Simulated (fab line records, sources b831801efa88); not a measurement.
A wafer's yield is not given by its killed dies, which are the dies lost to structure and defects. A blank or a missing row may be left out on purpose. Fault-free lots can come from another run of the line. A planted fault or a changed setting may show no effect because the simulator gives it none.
8D (eight disciplines) problem report, filled in by code / flow gf180mcu / the parts of the form that need people (team, actions taken, sign-off) are left out

## 1. THE ISSUE
Mean of beamEnergyKeV at GF_LVPWELL_IMPLANT_09: 54.260 across 6 wafers in 2 lots; on wafers with no fault it is 60.005 (standard deviation 0.019). So: -99 or more standard deviations from the usual mean.
Earliest sighting: wafer L403.3 on implanter-02 at day 6 06:22. Wafers with a number at this step in the record: 42, from 14 lots. Rule for "out", or "out of limits": more than 4 standard deviations from the usual mean. All remaining wafers that have a number are taken as sound.

## 2. WHAT IT IS, WHAT IT ISN'T
question=which readings at this step | is=beamEnergyKeV | is not=-
question=which lots | is=L403, L404 | is not=L393, L394, L396, L397, L398, L400, L401, L402, L413, L414, L415, L416
question=which wafers of those lots | is=all that have a number | is not=-
question=read on which tools | is=implanter-02 | is not=implanter-01, implanter-03
question=when | is=from day 6 06:22 | is not=up to then (24 sound wafers); but 12 sound wafers of L413, L414, L415, L416 came after

## 3. THE SUSPECTS, EACH WITH WHAT RULES IT OUT
Counting: a tool stays on the suspect list if, at a process step up to the reading, it processed all lots that are out and no sound lot following the first of them.
- implanter-02 at GF_LVPWELL_IMPLANT_09: kept. All lots that are out passed through it, beginning with L403 at day 6 06:22, and no sound lot followed; its final sound lot before that point was L402 at day 5 23:19. Out on those wafers are its own readings of beamEnergyKeV.
Remaining after the count: implanter-02 at GF_LVPWELL_IMPLANT_09.

## 4. THE CAUSE (what the simulator had put in)
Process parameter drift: implanter-02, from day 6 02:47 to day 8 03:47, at GF_LVPWELL_IMPLANT_09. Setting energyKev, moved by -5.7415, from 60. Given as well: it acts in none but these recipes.
Counting left only this tool.

## 5. SEQUENCE OF EFFECTS, ordered by route
One row per reading whose mean, taken over the struck wafers that have a number, lies over 3 standard deviations from the usual. Only readings whose record carries a usual standard deviation are examined. hours: median over the lots of the time between each lot's start at the first step of this table that gives one and its start at this step. sigmas: the change, counted in usual standard deviations.
hours=0; step=GF_LVPWELL_IMPLANT_09; reading=beamEnergyKeV; usual=60.005; on struck wafers=54.260; change=-5.745; sigmas=-99 or more
Process steps it contains:
- GF_LVPWELL_IMPLANT_09

## 6. WHAT WOULD HAVE CAUGHT IT SOONER
4 hours passed between the start of the fault at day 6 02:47 and the first reading out of limits in this record, taken at day 6 06:22.
